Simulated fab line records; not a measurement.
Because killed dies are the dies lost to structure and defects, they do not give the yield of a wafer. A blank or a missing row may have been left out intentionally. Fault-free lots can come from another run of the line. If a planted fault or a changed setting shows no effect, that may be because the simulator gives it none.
What tool caused it? | flow gf180mcu | 24 lots, 72 wafers sampled, at 6 steps of a route of 602

WHAT EACH GAUGE READ, for each wafer
GF_HV_LDD_TW_MEAS_11.
lot  | measured     | on            | HV_LDD_TW
L074 | day 9 23:13  | film metro-01 | 2414 2423 2426
L075 | day 10 05:31 | film metro-03 | 2437 2403 2405
L076 | day 10 14:04 | film metro-03 | 2418 2416 2411
L077 | day 10 22:25 | film metro-01 | 2418 2435 2418
L078 | day 11 05:36 | film metro-01 | 2451 2446 2432
L079 | day 11 14:23 | film metro-03 | 2438 2408 2421
L080 | day 11 22:51 | film metro-01 | 2431 2430 2450
L081 | day 12 05:44 | film metro-04 | 2386 2404 2409
L082 | day 12 13:32 | film metro-01 | 2444 2425 2431
L083 | day 12 19:32 | film metro-04 | 2388 2391 2411
L084 | day 13 04:33 | film metro-04 | 2405 2403 2392
L085 | day 13 08:34 | film metro-04 | 2397 2386 2408
L086 | day 13 21:40 | film metro-01 | 2417 2417 2415
L087 | day 14 02:39 | film metro-01 | 2441 2440 2441
L088 | day 14 07:02 | film metro-01 | 2441 2450 2446
L089 | day 14 15:35 | film metro-01 | 2437 2442 2442
L090 | day 15 00:28 | film metro-04 | 2404 2388 2389
L091 | day 15 05:55 | film metro-01 | 2438 2431 2439
L092 | day 15 13:17 | film metro-03 | 2395 2392 2409
L093 | day 15 19:41 | film metro-04 | 2388 2392 2398
L094 | day 16 05:20 | film metro-03 | 2395 2386 2401
L095 | day 16 12:28 | film metro-01 | 2424 2427 2432
L096 | day 16 19:26 | film metro-03 | 2401 2406 2402
L097 | day 17 00:31 | film metro-01 | 2443 2438 2450

GF_V3_CD_MEAS_14: target cd 260 nm.
lot  | measured     | on        | cd nm (nm)
L074 | day 22 08:49 | cd sem-02 | 260.7 260.6 260.7
L075 | day 22 15:17 | cd sem-02 | 259.2 258.7 258.6
L076 | day 23 03:16 | cd sem-01 | 259.3 259.3 259.4
L077 | day 23 14:47 | cd sem-02 | 258.0 258.7 258.8
L078 | day 23 21:01 | cd sem-02 | 257.5 258.3 259.2
L079 | day 24 07:32 | cd sem-01 | 258.5 259.1 258.5
L080 | day 24 18:23 | cd sem-01 | 261.5 260.2 262.1
L081 | day 25 04:31 | cd sem-01 | 258.7 259.2 259.6
L082 | day 25 10:59 | cd sem-02 | 259.2 258.1 257.8
L083 | day 25 16:48 | cd sem-01 | 260.6 260.3 259.4
L084 | day 26 04:23 | cd sem-01 | 260.4 260.4 260.9
L085 | day 26 04:58 | cd sem-01 | 260.5 259.8 260.4
L086 | day 26 22:38 | cd sem-02 | 258.7 258.7 258.4
L087 | day 26 23:56 | cd sem-01 | 260.9 262.0 261.8
L088 | day 27 06:11 | cd sem-02 | 258.9 258.7 258.5
L089 | day 27 13:05 | cd sem-02 | 257.9 259.0 257.5
L090 | day 27 22:20 | cd sem-01 | 259.1 259.0 259.8
L091 | day 28 02:02 | cd sem-01 | 259.7 260.4 259.8
L092 | day 28 08:53 | cd sem-01 | 260.3 260.1 259.6
L093 | day 28 15:27 | cd sem-02 | 259.1 259.0 257.9
L094 | day 28 23:35 | cd sem-02 | 260.8 261.2 260.7
L095 | day 29 03:11 | cd sem-01 | 260.1 259.3 259.4
L096 | day 29 09:34 | cd sem-02 | 259.1 258.5 258.3
L097 | day 29 16:11 | cd sem-02 | 260.7 261.5 260.4

GF_V5_BOW_MEAS_05.
lot  | measured     | on            | V5_BOW (um)
L074 | day 26 08:01 | film metro-04 | 127 130 124
L075 | day 26 13:44 | film metro-04 | 118 131 126
L076 | day 27 00:43 | film metro-03 | 132 139 130
L077 | day 27 10:35 | film metro-03 | 138 142 133
L078 | day 27 16:59 | film metro-02 | 129 125 137
L079 | day 28 01:33 | film metro-03 | 130 127 134
L080 | day 28 10:41 | film metro-03 | 140 142 137
L081 | day 28 20:16 | film metro-02 | 142 128 130
L082 | day 29 03:17 | film metro-04 | 134 124 129
L083 | day 29 16:23 | film metro-03 | 142 143 141
L084 | day 29 18:02 | film metro-02 | 126 136 146
L085 | day 29 18:38 | film metro-04 | 139 140 133
L086 | day 30 09:37 | film metro-04 | 136 131 131
L087 | day 30 11:09 | film metro-02 | 132 115 132
L088 | day 30 17:31 | film metro-03 | 137 139 139
L089 | day 30 23:23 | film metro-02 | 140 147 144
L090 | day 31 07:20 | film metro-04 | 146 134 138
L091 | day 31 11:13 | film metro-04 | 143 154 145
L092 | day 31 16:55 | film metro-03 | 133 123 132
L093 | day 31 23:35 | film metro-04 | 134 129 124
L094 | day 32 06:26 | film metro-04 | 144 136 144
L095 | day 32 09:46 | film metro-04 | 149 139 130
L096 | day 32 15:08 | film metro-03 | 141 135 141
L097 | day 32 21:46 | film metro-04 | 127 131 120

EACH LOT AND THE TOOL THAT RAN IT (in order: tool; ch and the chambers of the sampled wafers; start)
lot  | GF_V2_CMP_04                  | GF_V2_SPUTTER_21             | GF_V3_CMP_26
L074 | cmp-01 ch 0,2,3, day 19 03:56 | pvd sputter-02, day 20 06:13 | cmp-02 ch 0,1,3, day 22 10:02
L075 | cmp-02 ch 0,1,3, day 19 12:04 | pvd sputter-04, day 20 13:17 | cmp-02 ch 1,2,3, day 22 16:32
L076 | cmp-01 ch 0,2, day 20 01:01   | pvd sputter-01, day 21 01:52 | cmp-01 ch 0,2,3, day 23 04:34
L077 | cmp-02 ch 0,2,3, day 20 12:46 | pvd sputter-01, day 21 14:32 | cmp-02 ch 0,1,2, day 23 16:00
L078 | cmp-02 ch 0,2, day 20 18:55   | pvd sputter-02, day 21 21:05 | cmp-02 ch 1,2,3, day 23 22:16
L079 | cmp-02 ch 0,1, day 21 07:43   | pvd sputter-04, day 22 08:07 | cmp-02 ch 1,2, day 24 08:45
L080 | cmp-02 ch 0,2, day 21 18:20   | pvd sputter-01, day 22 19:00 | cmp-01 ch 0,1,3, day 24 19:37
L081 | cmp-02 ch 2,3, day 22 05:24   | pvd sputter-01, day 23 05:59 | cmp-02 ch 1,2, day 25 05:43
L082 | cmp-02 ch 0,2,3, day 22 12:08 | pvd sputter-01, day 23 12:46 | cmp-01 ch 0,2, day 25 12:14
L083 | cmp-01 ch 0,2,3, day 22 19:22 | pvd sputter-04, day 23 18:58 | cmp-01 ch 0,1,3, day 25 18:01
L084 | cmp-01 ch 1,2,3, day 23 06:17 | pvd sputter-01, day 24 05:57 | cmp-01 ch 0,2,3, day 26 05:35
L085 | cmp-01 ch 0,2,3, day 23 07:43 | pvd sputter-02, day 24 07:29 | cmp-02 ch 1,2, day 26 06:11
L086 | cmp-02 ch 0,2, day 24 02:55   | pvd sputter-01, day 25 02:05 | cmp-01 ch 1,2,3, day 26 23:53
L087 | cmp-02 ch 1,2,3, day 24 04:35 | pvd sputter-01, day 25 03:20 | cmp-01 ch 0,1, day 27 01:08
L088 | cmp-01 ch 1,2,3, day 24 12:22 | pvd sputter-02, day 25 11:07 | cmp-01 ch 0,1,3, day 27 07:23
L089 | cmp-01 ch 0,2, day 24 17:56   | pvd sputter-04, day 25 16:50 | cmp-02 ch 0,1,2, day 27 14:18
L090 | cmp-01 ch 1,2,3, day 25 04:28 | pvd sputter-01, day 26 02:52 | cmp-01 ch 0,2,3, day 27 23:32
L091 | cmp-01 ch 0,2, day 25 09:07   | pvd sputter-04, day 26 07:07 | cmp-01 ch 0,1,2, day 28 03:19
L092 | cmp-02 ch 1,2,3, day 25 16:44 | pvd sputter-04, day 26 15:22 | cmp-01 ch 1,2, day 28 10:08
L093 | cmp-01 ch 0,1,2, day 25 22:52 | pvd sputter-04, day 26 21:10 | cmp-02 ch 0,2, day 28 16:40
L094 | cmp-02 ch 0,1,3, day 26 08:22 | pvd sputter-01, day 27 06:22 | cmp-01 ch 0,1,3, day 29 00:47
L095 | cmp-01 ch 1,2,3, day 26 12:59 | pvd sputter-02, day 27 10:06 | cmp-02 ch 0,1,2, day 29 04:23
L096 | cmp-01 ch 0,2, day 26 18:58   | pvd sputter-02, day 27 17:07 | cmp-02 ch 0,1,3, day 29 10:48
L097 | cmp-01 ch 0,2, day 27 01:40   | pvd sputter-02, day 27 23:13 | cmp-01 ch 2,3, day 29 17:59
- GF_V2_CMP_04: polishes SiO2.
- GF_V2_SPUTTER_21: material Ti, target thk 15 nm, time 80.02 s.
- GF_V3_CMP_26: polishes, stops on SiO2, t overpolish 15 s, target thk 0 nm.

AS READ BY THE TOOLS THEMSELVES (means over the sampled wafers that have a number; for cases with no such wafer, the mark the record gives instead)
GF_V2_CMP_04.
lot  | tool   | motor current A (A) | platen rpm (rpm) | retaining ring pressure frac | time to endpoint s (s)
L074 | cmp-01 | 10.9                | 60.00            | 0.997                        | 79
L075 | cmp-02 | 11.7                | 59.97            | 0.994                        | 79
L076 | cmp-01 | 11.5                | 60.00            | 0.995                        | 82
L077 | cmp-02 | 12.4                | 60.02            | 1.001                        | 75
L078 | cmp-02 | 12.5                | 59.99            | 0.995                        | 79
L079 | cmp-02 | 10.9                | 60.00            | 0.997                        | 79
L080 | cmp-02 | 12.7                | 60.02            | 1.005                        | 78
L081 | cmp-02 | 12.6                | 60.04            | 1.008                        | 80
L082 | cmp-02 | 12.7                | 59.98            | 1.003                        | 82
L083 | cmp-01 | 11.2                | 59.98            | 1.001                        | 82
L084 | cmp-01 | 11.3                | 59.98            | 0.996                        | 85
L085 | cmp-01 | 11.1                | 59.98            | 0.998                        | 85
L086 | cmp-02 | 13.3                | 60.00            | 0.998                        | 76
L087 | cmp-02 | 11.4                | 60.03            | 1.000                        | 81
L088 | cmp-01 | 11.0                | 59.98            | 1.004                        | 78
L089 | cmp-01 | 11.7                | 59.96            | 1.009                        | 83
L090 | cmp-01 | 11.5                | 59.98            | 1.002                        | 75
L091 | cmp-01 | 11.3                | 59.99            | 1.006                        | 80
L092 | cmp-02 | 12.2                | 60.01            | 1.000                        | 82
L093 | cmp-01 | 11.8                | 60.01            | 1.000                        | 77
L094 | cmp-02 | 12.0                | 60.03            | 1.003                        | 77
L095 | cmp-01 | 11.2                | 60.00            | 0.998                        | 72
L096 | cmp-01 | 12.0                | 60.02            | 1.005                        | 77
L097 | cmp-01 | 11.9                | 60.02            | 0.996                        | 80

GF_V2_SPUTTER_21.
lot  | tool           | substrate temp c (C) | throttle valve pct (%)
L074 | pvd sputter-02 | 199.89               | 29.9
L075 | pvd sputter-04 | 199.93               | 29.9
L076 | pvd sputter-01 | 199.96               | 28.6
L077 | pvd sputter-01 | 199.93               | 29.1
L078 | pvd sputter-02 | 200.07               | 29.9
L079 | pvd sputter-04 | 199.87               | 28.6
L080 | pvd sputter-01 | 200.03               | 28.3
L081 | pvd sputter-01 | 200.06               | 30.1
L082 | pvd sputter-01 | 199.83               | 29.0
L083 | pvd sputter-04 | 199.94               | 29.6
L084 | pvd sputter-01 | 199.98               | 30.3
L085 | pvd sputter-02 | 199.97               | 30.4
L086 | pvd sputter-01 | 199.99               | 30.4
L087 | pvd sputter-01 | 199.94               | 29.8
L088 | pvd sputter-02 | 199.85               | 30.1
L089 | pvd sputter-04 | 199.92               | 29.5
L090 | pvd sputter-01 | 199.89               | 29.2
L091 | pvd sputter-04 | 199.96               | 29.6
L092 | pvd sputter-04 | 200.04               | 29.4
L093 | pvd sputter-04 | 200.07               | 29.9
L094 | pvd sputter-01 | 199.91               | 29.9
L095 | pvd sputter-02 | 199.94               | 30.3
L096 | pvd sputter-02 | 200.04               | 29.9
L097 | pvd sputter-02 | 200.03               | 29.9

GF_V3_CMP_26.
lot  | tool   | motor current A (A) | overpolish run s (s) | platen rpm (rpm) | retaining ring pressure frac | time to endpoint s (s)
L074 | cmp-02 | 10.7                | 14.997               | 59.97            | 1.000                        | 81.8
L075 | cmp-02 | 10.7                | 14.999               | 59.98            | 0.997                        | 82.3
L076 | cmp-01 | 10.2                | 15.000               | 59.97            | 1.000                        | 83.7
L077 | cmp-02 | 10.7                | 15.005               | 60.01            | 1.000                        | 82.3
L078 | cmp-02 | 10.5                | 15.003               | 59.99            | 1.000                        | 84.7
L079 | cmp-02 | 10.5                | 15.003               | 60.03            | 0.998                        | 81.7
L080 | cmp-01 | 10.7                | 15.010               | 60.00            | 0.998                        | 86.5
L081 | cmp-02 | 10.0                | 14.991               | 59.98            | 1.006                        | 79.2
L082 | cmp-01 | 10.5                | 15.004               | 60.00            | 1.002                        | 81.7
L083 | cmp-01 | 10.8                | 15.000               | 59.98            | 1.003                        | 84.7
L084 | cmp-01 | 10.0                | 14.994               | 59.98            | 1.004                        | 82.5
L085 | cmp-02 | 10.5                | 14.997               | 60.04            | 0.997                        | 80.8
L086 | cmp-01 | 10.7                | 14.996               | 60.01            | 1.000                        | 82.9
L087 | cmp-01 | 11.0                | 14.988               | 60.03            | 0.992                        | 80.3
L088 | cmp-01 | 10.9                | 15.008               | 60.00            | 0.994                        | 81.6
L089 | cmp-02 | 11.1                | 14.997               | 60.04            | 0.999                        | 88.2
L090 | cmp-01 | 10.3                | 15.005               | 59.98            | 1.000                        | 85.1
L091 | cmp-01 | 10.7                | 14.996               | 59.99            | 0.997                        | 84.6
L092 | cmp-01 | 10.7                | 15.017               | 60.00            | 0.999                        | 84.2
L093 | cmp-02 | 12.0                | 15.004               | 60.02            | 1.002                        | 84.6
L094 | cmp-01 | 10.7                | 15.004               | 60.00            | 1.003                        | 80.9
L095 | cmp-02 | 10.9                | 15.008               | 60.04            | 0.999                        | 87.5
L096 | cmp-02 | 11.1                | 15.002               | 59.95            | 1.003                        | 91.2
L097 | cmp-01 | 10.0                | 14.999               | 60.03            | 0.996                        | 81.3

THE ANSWER, worked out from the rows above alone
Rule: the usual values come from the lots themselves. The widest of any qualifying gaps counts: lots, ordered by their means at a reading, are off when they make up no more than a third of the lots, leave a main group of 4 or more, and stand apart from it by 3 or more times the standard deviation of that group's means. A main group whose means are all the same, to the digits that the tables above print for the reading, isn't used. Also off: a lot with no number at a reading for which 4 or more lots have one. All remaining lots with rows at the step are treated as sound. Order of review: gauges by route order, followed by the tools' own readings, for which a lot's mean as printed above is used. At the first step where some lot is off, the reading lying furthest off is the one used; lots without a number count as furthest.
No lot is off on any of the readings shown, so nothing can be concluded from this.

WHAT HAD BEEN PUT IN BY THE SIMULATOR
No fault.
